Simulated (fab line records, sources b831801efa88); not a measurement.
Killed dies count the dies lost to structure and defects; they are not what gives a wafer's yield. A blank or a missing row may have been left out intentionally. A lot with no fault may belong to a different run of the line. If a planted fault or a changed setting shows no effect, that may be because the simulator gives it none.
fab line records ; flow sky130
record: lots: 14; wafers: 42; lastDay: 50
route steps=708 shown LDD_LDN@299
lots with no fault: from the same line, run without faults
startH: the number of hours between the record's first day and the start of the first shown wafer of the lot ; waitH: how many hours have passed since the lot's step before this one ; " the same as in the row above ; L1.1+2: one row covering several wafers at once ; - either no value or no given start ; * or withheld: withheld ; < > ~ a bound
route shown NAME@n: a module of which the file shows steps, and the number in the route of the first ; usual: the fault-free wafers' mean and standard deviation ; same: alike in all rows ; chamber/n: place in a boat ; sites: the reading at each site ; _std_site: how widely they spread, as a standard deviation ; _edge_site: the outer-site mean with the inner-site mean subtracted ; radiusMm: how far each site lies from the wafer's centre ; mask NAME#n: copy n ; behind: the last tool/chamber to shape the wafer ; hold: what put the lot on hold/how long, in hours/how the hold closed ; device: names the non-switching transistor (n, p or np) ; end of line: the same wafers' tests at the end of the route ; for a step that has no rows: nothing shown but its recipe ; killed: dies that structure and defects cost at the first sort, which is not the same as the wafer's yield ; map: a wafer's dies, x killed, . not, _ none there
set.NAME: the run value of the setting; set.NAME@STEP: its run value at that earlier step ; model.NAME: the simulator's own value behind a step, which no gauge read
the route's steps for a sample of lots (tables are steps, rows are wafers)
services: a tool's chamber out of use, with start hour (startH, from the record's first day; less than 0 if before it), hours out, and reason
== steps ==
step: SKY_LDD_LDN_IMPLANT_10
recipe: species: As; energyKev: 15; doseCm2: 1.25e+13; tiltDeg: withheld; rotationDeg: 203
usual: doseIonsCm2: 1.2505e+13/1.5e+10; faradayCurrentUA: 70.5/1.4
lot.wafer;tool;chamber;startH;waitH;doseIonsCm2;faradayCurrentUA
L773.3;implanter-03;0;528.03;0.1;1.2512e+13;71.5
L773.5;implanter-03;0;528.03;0.1;1.2487e+13;69.6
L773.6;implanter-03;0;528.03;0.1;1.2498e+13;71.9
L774.1;implanter-04;0;546.93;0.1;1.2521e+13;70.5
L774.2;implanter-04;0;546.93;0.1;1.2509e+13;69.9
L774.4;implanter-04;0;546.93;0.1;1.2517e+13;67.6
L776.3;implanter-01;0;563.23;0.1;1.25e+13;69.2
L776.4;implanter-01;0;563.23;0.1;1.2514e+13;71.9
L776.5;implanter-01;0;563.23;0.1;1.2522e+13;70.0
L775.1;implanter-04;0;563.48;0.1;1.2531e+13;70.6
L775.2;implanter-04;0;563.48;0.1;1.2495e+13;68.9
L775.5;implanter-04;0;563.48;0.1;1.2479e+13;68.2
L779.2;implanter-03;0;587.71;0.1;4.342e+12;24.5
L779.3;implanter-03;0;587.71;0.1;4.348e+12;24.7
L779.5;implanter-03;0;587.71;0.1;4.351e+12;24.1
L781.4;implanter-03;0;600.21;0.1;4.373e+12;24.1
L781.5;implanter-03;0;600.21;0.1;4.376e+12;24.7
L781.6;implanter-03;0;600.21;0.1;4.363e+12;24.8
L785.1;implanter-01;0;657.13;0.1;1.249e+13;69.1
L785.3;implanter-01;0;657.13;0.1;1.2514e+13;71.2
L785.6;implanter-01;0;657.13;0.1;1.249e+13;71.5
L790.3;implanter-01;0;668.63;0.1;1.2498e+13;72.7
L790.4;implanter-01;0;668.63;0.1;1.25e+13;69.3
L790.5;implanter-01;0;668.63;0.1;1.2503e+13;71.5
L791.3;implanter-01;0;685.48;0.1;1.2495e+13;72.7
L791.4;implanter-01;0;685.48;0.1;1.2501e+13;72.1
L791.5;implanter-01;0;685.48;0.1;1.2494e+13;72.3
L792.1;implanter-04;0;685.76;0.1;1.2507e+13;69.0
L792.5;implanter-04;0;685.76;0.1;1.2503e+13;69.7
L792.6;implanter-04;0;685.76;0.1;1.2476e+13;71.5
L794.1;implanter-03;0;701.63;0.1;1.2538e+13;72.4
L794.4;implanter-03;0;701.63;0.1;1.252e+13;71.6
L794.6;implanter-03;0;701.63;0.1;1.2525e+13;68.4
L793.1;implanter-03;0;703.03;0.1;1.2507e+13;69.1
L793.2;implanter-03;0;703.03;0.1;1.2505e+13;69.8
L793.5;implanter-03;0;703.03;0.1;1.249e+13;69.9
L795.2;implanter-03;0;711.96;0.1;1.2502e+13;70.0
L795.4;implanter-03;0;711.96;0.1;1.2505e+13;70.5
L795.5;implanter-03;0;711.96;0.1;1.2513e+13;70.7
L796.4;implanter-01;0;719.90;0.1;1.2523e+13;71.1
L796.5;implanter-01;0;719.90;0.1;1.25e+13;71.2
L796.6;implanter-01;0;719.90;0.1;1.2517e+13;73.0
step: SKY_LDD_LDN_TW_MEAS_13
usual: LDD_LDN_TW: 1465/7.5
lot.wafer;tool;chamber;startH;waitH;hold;LDD_LDN_TW
L773.3;filmMetro-02;-;528.40;0.1;-;1465
L773.5;filmMetro-02;-;528.40;0.1;-;1460
L773.6;filmMetro-02;-;528.40;0.1;-;1472
L774.1;filmMetro-01;-;547.33;0.1;-;1456
L774.2;filmMetro-01;-;547.33;0.1;-;1461
L774.4;filmMetro-01;-;547.33;0.1;-;1462
L776.3;filmMetro-02;-;563.60;0.1;-;1457
L776.4;filmMetro-02;-;563.60;0.1;-;1455
L776.5;filmMetro-02;-;563.60;0.1;-;1457
L775.1;filmMetro-03;-;563.88;0.1;-;1468
L775.2;filmMetro-03;-;563.88;0.1;-;1467
L775.5;filmMetro-03;-;563.88;0.1;-;1478
L779.2;filmMetro-02;-;588.09;0.1;awaitDispo/0.2h/release;1387
L779.3;filmMetro-02;-;588.09;0.1;awaitDispo/0.2h/release;1397
L779.5;filmMetro-02;-;588.09;0.1;awaitDispo/0.2h/release;1393
L779.2;filmMetro-02;-;588.32;0.2;-;1390
L779.3;filmMetro-02;-;588.32;0.2;-;1391
L779.5;filmMetro-02;-;588.32;0.2;-;1392
L781.4;filmMetro-03;-;600.56;0.1;awaitDispo/0.2h/release;1378
L781.5;filmMetro-03;-;600.56;0.1;awaitDispo/0.2h/release;1386
L781.6;filmMetro-03;-;600.56;0.1;awaitDispo/0.2h/release;1386
L781.4;filmMetro-03;-;600.90;0.3;-;1381
L781.5;filmMetro-03;-;600.90;0.3;-;1379
L781.6;filmMetro-03;-;600.90;0.3;-;1378
L785.1;filmMetro-03;-;657.53;0.1;-;1458
L785.3;filmMetro-03;-;657.53;0.1;-;1457
L785.6;filmMetro-03;-;657.53;0.1;-;1462
L790.3;filmMetro-02;-;669.00;0.1;-;1462
L790.4;filmMetro-02;-;669.00;0.1;-;1459
L790.5;filmMetro-02;-;669.00;0.1;-;1461
L791.3;filmMetro-03;-;685.85;0.1;-;1457
L791.4;filmMetro-03;-;685.85;0.1;-;1459
L791.5;filmMetro-03;-;685.85;0.1;-;1462
L792.1;filmMetro-02;-;686.16;0.1;-;1459
L792.5;filmMetro-02;-;686.16;0.1;-;1467
L792.6;filmMetro-02;-;686.16;0.1;-;1463
L794.1;filmMetro-03;-;702.03;0.1;-;1481
L794.4;filmMetro-03;-;702.03;0.1;-;1477
L794.6;filmMetro-03;-;702.03;0.1;-;1480
L793.1;filmMetro-03;-;703.43;0.1;-;1481
L793.2;filmMetro-03;-;703.43;0.1;-;1484
L793.5;filmMetro-03;-;703.43;0.1;-;1473
L795.2;filmMetro-01;-;712.34;0.1;-;1446
L795.4;filmMetro-01;-;712.34;0.1;-;1454
L795.5;filmMetro-01;-;712.34;0.1;-;1455
L796.4;filmMetro-03;-;720.26;0.1;-;1461
L796.5;filmMetro-03;-;720.26;0.1;-;1468
L796.6;filmMetro-03;-;720.26;0.1;-;1459
== services ==
tool;chamber;startH;hours;kind
implanter-01;-;552.59;1.8;repair
implanter-01;-;558.82;4.0;repair
implanter-04;-;564.01;3.3;repair
implanter-01;-;581.63;4.5;repair
implanter-04;-;586.96;0.8;repair
implanter-04;-;638.36;4.5;pm
implanter-03;-;643.36;3.8;pm
implanter-04;-;643.65;7.7;repair
implanter-03;-;658.52;13.7;repair
implanter-01;-;686.35;1.7;repair
implanter-01;-;695.67;2.6;pm
== key ==
firstSign: step: SKY_LDD_LDN_IMPLANT_10; reading: doseIonsCm2; direction: down; sigmas: 99+; usual: *; struck: *
effect: step: SKY_LDD_LDN_IMPLANT_10; reading: faradayCurrentUA; direction: down; sigmas: 34; usual: 70.5; struck: 24.5
effect: step: SKY_LDD_LDN_TW_MEAS_13; reading: visit; direction: added
effect: step: SKY_LDD_LDN_TW_MEAS_13; reading: LDD_LDN_TW; direction: down; sigmas: 10; usual: 1465; struck: 1388
metAt SKY_LDD_LDN_IMPLANT_10
struckLots L779,L781
testerLeftOut L779,L781
onsetBetween 528.03 587.71
fault: kind: processParameterDrift; tool: implanter-03; chamber: -; onsetH: 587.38; steps: SKY_LDD_LDN_IMPLANT_10; channel: doseCm2; offset: *; shape: step; endH: 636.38; actsIn: *; stated: *
testerLeftOut: of these lots the tester's yield and bins aren't shown, on N5 and GAA mostly nor the transistor test; their killed dies are dies lost to structure and defects alone, not to doping, threshold or leakage, so they don't give the yield
